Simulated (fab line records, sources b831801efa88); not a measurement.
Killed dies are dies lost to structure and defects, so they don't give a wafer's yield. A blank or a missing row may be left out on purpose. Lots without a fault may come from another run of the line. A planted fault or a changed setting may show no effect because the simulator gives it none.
Which tool did it? | flow sky130 | 15 lots, 45 wafers sampled, at 2 steps of a route of 708

WHAT THE GAUGES READ, wafer by wafer
SKY_VT_ADJUST_HVTR_TW_MEAS_11. Usual: VT_ADJUST_HVTR_TW 208.6, standard deviation 0.91.
lot  | measured     | on            | VT_ADJUST_HVTR_TW | flag
L878 | day 9 15:52  | film_metro-03 | 210.6 208.7 209.0 |
L879 | day 10 07:10 | film_metro-03 | 208.0 209.1 208.4 |
L881 | day 10 17:31 | film_metro-04 | 210.5 209.4 209.4 |
L882 | day 11 01:38 | film_metro-03 | 207.2 207.8 207.2 |
L889 | day 12 20:40 | film_metro-03 | 29.7 29.8 29.8    | OFF
L890 | day 13 05:21 | film_metro-04 | 29.6 29.9 29.8    | OFF
L891 | day 13 09:13 | film_metro-03 | 29.6 29.6 29.6    | OFF
L892 | day 13 20:33 | film_metro-04 | 209.0 208.5 208.7 |
L893 | day 14 06:17 | film_metro-04 | 207.5 209.0 208.5 |
L895 | day 14 13:44 | film_metro-04 | 208.1 208.3 207.8 |
L896 | day 14 22:36 | film_metro-04 | 208.5 208.5 209.3 |
L897 | day 15 06:30 | film_metro-01 | 210.1 210.9 210.1 |
L898 | day 15 17:53 | film_metro-04 | 208.6 208.8 209.7 |
L900 | day 16 08:22 | film_metro-04 | 210.9 208.1 209.8 |
L901 | day 16 15:29 | film_metro-03 | 208.6 209.0 208.8 |

WHICH TOOL RAN EACH LOT (tool, then ch and the chambers of the sampled wafers, then the start)
lot  | SKY_VT_ADJUST_HVTR_IMPLANT_09
L878 | implanter-03 ch 0, day 9 15:39
L879 | implanter-04 ch 0, day 10 06:55
L881 | implanter-02 ch 0, day 10 17:18
L882 | implanter-02 ch 0, day 11 01:25
L889 | implanter-03, day 12 20:27
L890 | implanter-02, day 13 05:06
L891 | implanter-04, day 13 08:58
L892 | implanter-02 ch 0, day 13 20:18
L893 | implanter-02 ch 0, day 14 06:04
L895 | implanter-03 ch 0, day 14 13:31
L896 | implanter-02 ch 0, day 14 22:23
L897 | implanter-04 ch 0, day 15 06:15
L898 | implanter-03 ch 0, day 15 17:38
L900 | implanter-03 ch 0, day 16 08:08
L901 | implanter-02 ch 0, day 16 15:17
- SKY_VT_ADJUST_HVTR_IMPLANT_09

WHAT THE TOOLS THEMSELVES READ (means of the sampled wafers that have a number; where no wafer has one, the mark that the record gives instead)
SKY_VT_ADJUST_HVTR_IMPLANT_09. Usual: beam_energy_keV 10.000, standard deviation 0.0034; beam_on_s 10.00 s, standard deviation 0.2.
lot  | tool         | beam_energy_keV | beam_on_s (s) | flag
L878 | implanter-03 | 10.004          | 9.91          |
L879 | implanter-04 | 9.996           | 10.02         |
L881 | implanter-02 | 9.998           | 10.20         |
L882 | implanter-02 | 10.002          | 9.88          |
L889 | implanter-03 | -               | -             | OFF
L890 | implanter-02 | -               | -             | OFF
L891 | implanter-04 | -               | -             | OFF
L892 | implanter-02 | 9.998           | 9.84          |
L893 | implanter-02 | 10.002          | 10.02         |
L895 | implanter-03 | 10.000          | 10.06         |
L896 | implanter-02 | 10.001          | 10.19         |
L897 | implanter-04 | 10.005          | 10.05         |
L898 | implanter-03 | 10.005          | 9.99          |
L900 | implanter-03 | 9.994           | 9.85          |
L901 | implanter-02 | 9.998           | 10.08         |

THE ANSWER, worked out from the rows above alone
Rule: a lot is off if the mean of its wafers that have a number lies more than 3 standard deviations from the usual mean. A lot without any number at a reading at which 4 lots or more have one is off too. The other lots that the step has rows for count as sound. The gauges are gone through in route order, then the tools' own readings, and for those a lot's mean is taken as printed above. The first step at which some lot is off is used, and at that step the reading that is off furthest; a lot without a number counts as furthest.
Off: L889, L890, L891, at SKY_VT_ADJUST_HVTR_TW_MEAS_11 (VT_ADJUST_HVTR_TW).
A tool fits if, at a process step before that reading, it ran every lot that is off, and no sound lot after the first of them. The gauges at SKY_VT_ADJUST_HVTR_TW_MEAS_11 aren't tried: what is off there is off at SKY_VT_ADJUST_HVTR_IMPLANT_09 too, on other tools, and a gauge's error can't cause that. None of those tried fits.

WHAT THE SIMULATOR HAD PUT IN
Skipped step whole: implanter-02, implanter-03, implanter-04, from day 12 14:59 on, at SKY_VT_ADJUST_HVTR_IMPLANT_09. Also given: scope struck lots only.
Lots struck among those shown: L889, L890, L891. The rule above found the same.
